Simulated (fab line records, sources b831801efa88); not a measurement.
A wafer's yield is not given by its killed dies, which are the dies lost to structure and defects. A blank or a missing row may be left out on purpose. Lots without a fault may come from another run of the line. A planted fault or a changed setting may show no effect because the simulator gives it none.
Matching of chambers ; flow sky130 ; SKY_POLY_CUT_ETCH_10 on rieDiel-02 has 4 sister chambers
The step etches BARC in N2/H2, stops on SiO2, time 45.9 s, target depth 60 nm. 16 wafers are shown with their chamber, then 8 later ones without.

WAFERS, EACH WITH ITS CHAMBER
wafer;chamber;oesProductAu (a.u.);throttleValvePct (%)
L252.3;2;0.849;13.219
L252.4;0;0.858;13.224
L252.5;3;0.856;13.216
L260.2;0;0.862;13.215
L260.4;2;0.859;13.226
L260.6;3;0.858;13.214
L261.3;1;0.857;13.215
L261.4;0;0.855;13.239
L261.6;1;0.857;13.221
L263.2;3;0.848;13.228
L263.4;2;0.851;13.241
L263.5;3;0.855;13.228
L264.2;2;0.853;13.233
L264.3;1;0.851;13.227
L264.6;2;0.853;13.230
L265.2;3;0.860;13.226

SIGNATURES (averages over the wafers above)
reading;chamber 0;chamber 1;chamber 2;chamber 3;scatter within a chamber
oesProductAu;0.85833;0.85500;0.85300;0.85540;0.00396
throttleValvePct;13.22600;13.22100;13.22980;13.22240;0.00827
Rule: a wafer's distance from a chamber is the root of the sum, over the readings, of the square of ((its reading less the chamber's mean) divided by the reading's scatter). The wafer belongs to the nearest chamber; if the next one is less than 2 further off, it can't be placed. The scatter is the square root of a quotient: the sum, over the shown wafers, of each reading's squared deviation from its chamber's mean, divided by wafers minus chambers.

WAFERS WITH NO CHAMBER GIVEN
wafer;oesProductAu (a.u.);throttleValvePct (%)
L265.3;0.856;13.222
L265.5;0.857;13.206
L266.1;0.855;13.224
L266.3;0.848;13.213
L266.5;0.854;13.210
L267.2;0.852;13.234
L267.3;0.854;13.228
L267.5;0.861;13.215

THE CHAMBER EACH PASSED THROUGH
wafer;from the rows above;in truth
L265.3;can't be placed: 3 or 1 or 0 or 2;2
L265.5;can't be placed: 1 or 3 or 0 or 2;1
L266.1;can't be placed: 3 or 1 or 2 or 0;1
L266.3;can't be placed: 1 or 3 or 2 or 0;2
L266.5;can't be placed: 1 or 3 or 0 or 2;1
L267.2;can't be placed: 2 or 3 or 1 or 0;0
L267.3;can't be placed: 2 or 3 or 1 or 0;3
L267.5;can't be placed: 0 or 3 or 1 or 2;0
Correct placement for 0 of the 8. These rows do not allow placing 8 (true chamber among the candidates in 8). Wrongly placed: 0.
